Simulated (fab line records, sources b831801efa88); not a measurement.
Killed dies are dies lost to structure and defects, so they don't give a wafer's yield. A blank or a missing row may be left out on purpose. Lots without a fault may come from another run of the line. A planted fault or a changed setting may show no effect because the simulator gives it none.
Which tool did it? | flow sky130 | 13 lots, 37 wafers sampled, at 1 step of a route of 708

WHAT THE GAUGES READ, wafer by wafer
SKY_POLY_CUT_OVL_MEAS_09. Usual: POLY_CUT_OVL -5 nm, standard deviation 6.8.
lot  | measured     | on         | POLY_CUT_OVL (nm) | flag
L755 | day 24 08:46 | overlay-02 | -8 -8 -9          |
L757 | day 24 22:11 | overlay-02 | -3 -10 -9         |
L758 | day 25 05:22 | overlay-01 | -2 -5 -2          |
L764 | day 27 11:38 | overlay-02 | 9 -3              |
L765 | day 27 22:29 | overlay-02 | 2 1               |
L766 | day 28 05:13 | overlay-02 | -11 -3 -2         |
L770 | day 29 13:55 | overlay-01 | -10 -15 -15       |
L771 | day 31 01:02 | overlay-01 | -6 -12 -4         |
L774 | day 31 04:44 | overlay-01 | 2 6 3             |
L773 | day 31 11:31 | overlay-02 | -10 -11 -12       |
L776 | day 31 16:16 | overlay-02 | 4 9 5             |
L777 | day 31 22:53 | overlay-02 | -18 -15 -15       |
L778 | day 32 09:47 | overlay-01 | -7 -10 -8         |

WHICH TOOL RAN EACH LOT (tool, then ch and the chambers of the sampled wafers, then the start)
The record holds no process step before these readings.

WHAT THE TOOLS THEMSELVES READ (means of the sampled wafers that have a number; where no wafer has one, the mark that the record gives instead)
The record holds no such reading with a usual standard deviation.

THE ANSWER, worked out from the rows above alone
Rule: a lot is off if the mean of its wafers that have a number lies more than 3 standard deviations from the usual mean. A lot without any number at a reading at which 4 lots or more have one is off too. The other lots that the step has rows for count as sound. The gauges are gone through in route order, then the tools' own readings, and for those a lot's mean is taken as printed above. The first step at which some lot is off is used, and at that step the reading that is off furthest; a lot without a number counts as furthest.
No lot is off at any reading shown: from this, nothing can be told.

WHAT THE SIMULATOR HAD PUT IN
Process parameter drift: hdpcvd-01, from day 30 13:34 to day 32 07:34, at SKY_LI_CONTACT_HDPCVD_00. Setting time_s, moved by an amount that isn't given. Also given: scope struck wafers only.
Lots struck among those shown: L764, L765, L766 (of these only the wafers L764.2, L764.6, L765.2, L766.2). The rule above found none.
